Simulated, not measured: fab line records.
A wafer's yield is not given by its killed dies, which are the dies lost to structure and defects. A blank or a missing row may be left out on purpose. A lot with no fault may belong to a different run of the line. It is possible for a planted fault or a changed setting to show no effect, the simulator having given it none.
Lot-split experiment ; flow sfq line ; 23 wafers read from 5 lots, route of 325 steps

## ON THE SPLIT
At SFQ_TRILAYER_JJ_CE_LITHO_EXPOSE_115 (exposes mask J5, target cd 700 nm), the setting dose mj was moved away from the recipe's 14.4 on 5 of the 23 wafers read, by -5.8% to -4.7%. The other wafers ran this setting at the recipe's value.

## FROM THE SPLIT TO THE READING: what the file shows between them, 2 steps
- SFQ_TRILAYER_JJ_CE_LITHO_PEB_117: peb time 60 s
- SFQ_TRILAYER_JJ_CE_LITHO_DEVELOP_116: time 60 s

## THE READING
cd nm, in nm, at SFQ_TRILAYER_JJ_CE_METRO_MEASURE_117. On this fab line, fault-free wafers typically give 700.3 nm with a standard deviation of 0.99 nm.

wafer;tool, chamber at the split;dose mj as run;against the recipe;cd nm, nm;against lot-mates on the recipe
L074.1;krf scanner-01, 0;14.4;recipe;701.5;-
L074.2;krf scanner-01, 0;14.4;recipe;701.2;-
L074.4;krf scanner-01, 0;14.4;recipe;701.5;-
L074.5;krf scanner-01, 0;14.4;recipe;702.4;-
L074.6;krf scanner-01, 0;14.4;recipe;702.5;-
L075.1;krf scanner-01, 0;14.4;recipe;700.0;-
L075.2;krf scanner-01, 0;13.73;-4.7%;708.1;+7.9
L075.3;krf scanner-01, 0;14.4;recipe;699.7;-
L075.4;krf scanner-01, 0;14.4;recipe;700.8;-
L075.5;krf scanner-01, 0;13.73;-4.7%;707.4;+7.2
L076.2;krf scanner-02, 0;14.4;recipe;698.9;-
L076.3;krf scanner-02, 0;14.4;recipe;700.5;-
L076.4;krf scanner-02, 0;14.4;recipe;698.9;-
L076.5;krf scanner-02, 0;14.4;recipe;699.3;-
L076.6;krf scanner-02, 0;14.4;recipe;699.2;-
L078.1;krf scanner-02, 0;14.4;recipe;699.7;-
L078.4;krf scanner-02, 0;14.4;recipe;700.5;-
L078.5;krf scanner-02, 0;14.4;recipe;700.1;-
L083.1;krf scanner-01, 0;14.4;recipe;701.6;-
L083.2;krf scanner-01, 0;13.56;-5.8%;710.0;+9.2
L083.3;krf scanner-01, 0;14.4;recipe;699.9;-
L083.4;krf scanner-01, 0;13.56;-5.8%;710.1;+9.4
L083.5;krf scanner-01, 0;13.56;-5.8%;711.6;+10.9

THE FIT
A straight line over all 23 wafers: cd nm changes by -1.69 nm for each +1% of dose mj; r = -0.96; the points scatter about the line by 1.1 nm.
The same after taking each lot's own level away (the mean of its wafers on the recipe; 23 wafers): -1.67 nm for each +1%; r = -0.99; scatter 0.6 nm.
The reading moves by 9.7 nm for the largest change in dose mj, on that fit.
The lots' own levels span 699.36 to 701.82 nm, that is 2.5 times the standard deviation above.
The two slopes agree, so the slope changes little with the lot-to-lot level.
Check: for one of the wafers moved furthest among these (-5.8%), held out of the fit, the line's prediction against its lot-mates is +9.87 nm. It came out at +9.25 nm against them.

## FURTHER SPLITS ON THESE WAFERS
These wafers also went through other splits before the reading. Each is held against what the fit with the lots' levels taken away leaves over:
other split on the same wafers;wafers away from the commonest value;r with cd nm (lot level and that fit taken away)
SFQ_TRILAYER_I2_VIA_BARC_OPEN_VIA_ETCH_096 time s;5;+0.18
SFQ_TRILAYER_M3_LITHO_PEB_078 peb temp c;8;+0.15
SFQ_TRILAYER_M3_BARC_OPEN_METAL_ETCH_100 time s;6;-0.13
SFQ_TRILAYER_I3_VIA_LITHO_COAT_085 spin rpm;9;-0.01
SFQ_TRILAYER_M4_LITHO_EXPOSE_094 dose mj;9;+0.08
SFQ_TRILAYER_M4_ETCH_METAL_ETCH_096 time s;6;+0.06
SFQ_TRILAYER_I4_VIA_LITHO_EXPOSE_104 dose mj;11;+0.03
SFQ_TRILAYER_I4_VIA_ETCH_VIA_ETCH_106 bias w;10;+0.13

## THE WHOLE CHAIN: every reading that the file lists as answering this split, in the file's order
step;what it does;reading;change (the file's fit);r (the file's)
SFQ_TRILAYER_JJ_CE_METRO_MEASURE_117;;cd nm;-1.66 nm for each +1% of the setting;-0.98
SFQ_TRILAYER_JJ_CE_ETCH_RIE_118;chemistry SF6, target Nb, stops on Al2O3, time 97.7 s, target depth 170 nm;JJ.cd nm (the simulator's own value, which no gauge read);-1.63 nm for each +1% of the setting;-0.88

## THE FILE'S OWN FIT
cd nm changes by -1.66 nm for each +1% of dose mj, r = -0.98.
